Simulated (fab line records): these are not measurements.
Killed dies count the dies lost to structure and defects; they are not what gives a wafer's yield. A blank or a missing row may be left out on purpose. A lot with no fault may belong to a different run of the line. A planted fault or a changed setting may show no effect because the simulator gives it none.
A lot that was struck, set against a sound lot    flow sky130    16 steps out of a route of 708
Sound: these wafers, L813.1, L813.3, L813.6. Struck: wafers L818.1, L818.4, L818.6. The cause is named last.
For every step that has rows: the tool of each side, followed by ch and its chambers, followed by its first start. Under that, the readings that differ: sound wafers    struck wafers    difference of the means    sigmas: that difference in standard deviations of wafers without a fault.
alike: words and numbers the same on both sides, and readings whose means are apart by under 2 such deviations; not compared: readings that were withheld, readings missing a value for some wafer, numbers with overlapping values and no deviation given by the record, and bounds like >300 which may hide the same value.
Wherever a step has rows on one side only, a row that says differs or no value, or a row with sigmas, the two part there. Numbers that have no deviation but don't overlap get no sigmas and don't part them. A reading that every wafer of one side lacks parts them only if that side has two wafers or more.

first, 4 steps without rows for these wafers: SKY_FIELD_ISO_WET_ETCH_29 (etches Si3N4 in H3PO4, target depth 160 nm, time 1825 s); SKY_FIELD_ISO_WET_ETCH_30 (etches SiO2 in dHF, target depth 25 nm, time 50 s); SKY_NWELL_CLEAN_00 (cleans in SC1/SC2, time 150 s); SKY_NWELL_OXIDATION_01 (stabilise 600 s, purge 300 s, target thk 10 nm).
SKY_NWELL_THK_MEAS_02:
  sound on film metro-04 at day 2 23:21; struck on film metro-03 at day 4 02:43
  alike: NWELL_OXIDATION_THK
then, 7 steps without rows for these wafers: SKY_DNWELL_DEHYDRATE_00 (time 60 s); SKY_DNWELL_HMDS_01 (prime time 60 s); SKY_DNWELL_COAT_02 (resist thk 3000 nm); SKY_DNWELL_SOFTBAKE_03; SKY_DNWELL_EXPOSE_04 (exposes mask DNM, target cd 3000 nm); SKY_DNWELL_PEB_05; SKY_DNWELL_DEVELOP_06 (develop time 60 s).
SKY_DNWELL_IMPLANT_07:
  sound on implanter-04 ch 0, day 3 14:33; struck on implanter-04 ch 0, day 4 19:40
  not compared: implant ion amu
SKY_DNWELL_STRIP_08: strips in O2/N2.
  sound on plasma asher-01 ch 1, day 3 14:42; struck on plasma asher-01 ch 0,1, day 4 19:49
  alike: drypump motor current A, oes product au, strip time to endpoint s
  not compared: rf hours counter h
SKY_DNWELL_TW_MEAS_09:
  sound on film metro-04 at day 3 14:48; struck on film metro-03 at day 4 19:55
reading    sound           struck       difference  sigmas
DNWELL_TW  1131 1130 1131  359 359 360  -771        -83
then, 1 step without rows for these wafers: SKY_PWDE_DEHYDRATE_00 (time 60 s).

== WHERE THEY PART ==
Only at SKY_DNWELL_TW_MEAS_09, as far as this record shows.

WHY: what had been put in by the simulator
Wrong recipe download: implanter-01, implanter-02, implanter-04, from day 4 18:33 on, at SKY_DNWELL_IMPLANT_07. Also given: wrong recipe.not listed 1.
